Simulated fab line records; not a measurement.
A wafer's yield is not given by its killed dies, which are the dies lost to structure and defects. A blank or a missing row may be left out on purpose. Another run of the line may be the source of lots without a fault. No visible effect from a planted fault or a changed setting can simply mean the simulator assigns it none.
Matching of chambers :: flow sky130 :: SKY_VIA2_CMP_24 on cmp-02: 4 sister chambers
The step polishes, stops on SiO2, t overpolish 20 s, target thk 0 nm. 8 wafers are shown with their chamber, then 12 later ones without.

## WAFERS, EACH WITH ITS CHAMBER
wafer: L086.2
chamber: 1
motor_current_A (A): 11.6
overpolish_run_s (s): 19.993

wafer: L085.3
chamber: 1
motor_current_A (A): 11.2
overpolish_run_s (s): 19.992

wafer: L089.4
chamber: 2
motor_current_A (A): 10.3
overpolish_run_s (s): 20.006

wafer: L091.5
chamber: 0
motor_current_A (A): 11.7
overpolish_run_s (s): 19.991

wafer: L091.6
chamber: 3
motor_current_A (A): 10.5
overpolish_run_s (s): 19.999

wafer: L090.1
chamber: 0
motor_current_A (A): 11.8
overpolish_run_s (s): 20.011

wafer: L090.3
chamber: 3
motor_current_A (A): 11.3
overpolish_run_s (s): 20.003

wafer: L090.6
chamber: 2
motor_current_A (A): 10.5
overpolish_run_s (s): 19.992

## WAFERS WITH NO CHAMBER GIVEN
wafer: L092.2
motor_current_A (A): 11.9
overpolish_run_s (s): 19.993

wafer: L092.3
motor_current_A (A): 10.9
overpolish_run_s (s): 20.014

wafer: L092.6
motor_current_A (A): 11.4
overpolish_run_s (s): 19.981

wafer: L093.2
motor_current_A (A): 10.9
overpolish_run_s (s): 20.000

wafer: L093.4
motor_current_A (A): 11.9
overpolish_run_s (s): 19.998

wafer: L093.6
motor_current_A (A): 10.4
overpolish_run_s (s): 19.997

wafer: L095.2
motor_current_A (A): 11.6
overpolish_run_s (s): 20.008

wafer: L095.4
motor_current_A (A): 12.0
overpolish_run_s (s): 20.007

wafer: L095.5
motor_current_A (A): 11.7
overpolish_run_s (s): 20.002

wafer: L096.1
motor_current_A (A): 10.9
overpolish_run_s (s): 20.002

wafer: L096.5
motor_current_A (A): 11.5
overpolish_run_s (s): 20.003

wafer: L096.6
motor_current_A (A): 10.7
overpolish_run_s (s): 20.002

## EACH ONE'S CHAMBER
wafer: L092.2
from the rows above: can't be placed: 0 or 1
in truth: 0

wafer: L092.3
from the rows above: can't be placed: 3 or 2 or 1 or 0
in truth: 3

wafer: L092.6
from the rows above: can't be placed: 1 or 0 or 3
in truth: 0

wafer: L093.2
from the rows above: can't be placed: 3 or 2 or 1
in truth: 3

wafer: L093.4
from the rows above: can't be placed: 0 or 1
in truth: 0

wafer: L093.6
from the rows above: can't be placed: 2 or 3
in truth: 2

wafer: L095.2
from the rows above: can't be placed: 0 or 1 or 3
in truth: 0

wafer: L095.4
from the rows above: can't be placed: 0 or 1
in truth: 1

wafer: L095.5
from the rows above: can't be placed: 0 or 1
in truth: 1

wafer: L096.1
from the rows above: can't be placed: 3 or 2 or 1
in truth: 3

wafer: L096.5
from the rows above: can't be placed: 0 or 1 or 3
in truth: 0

wafer: L096.6
from the rows above: can't be placed: 3 or 2 or 1
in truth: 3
0 of 12 placed correctly. Unplaceable from these rows: 12, with the true chamber sitting among the candidates in 12. Wrongly placed: 0.
How it was worked out, from the rows above alone: a wafer's distance from a chamber is the root of the sum, over the readings, of the square of ((its reading less the chamber's mean) divided by the reading's scatter). If the next closest chamber is less than 2 further off than the closest, the wafer can't be placed; otherwise it belongs to the closest. For every chamber, the mean is computed from those of its wafers that are shown. The scatter: take each reading less its chamber's mean, square it, sum over the shown wafers, divide by the number of wafers less the number of chambers, and take the root.
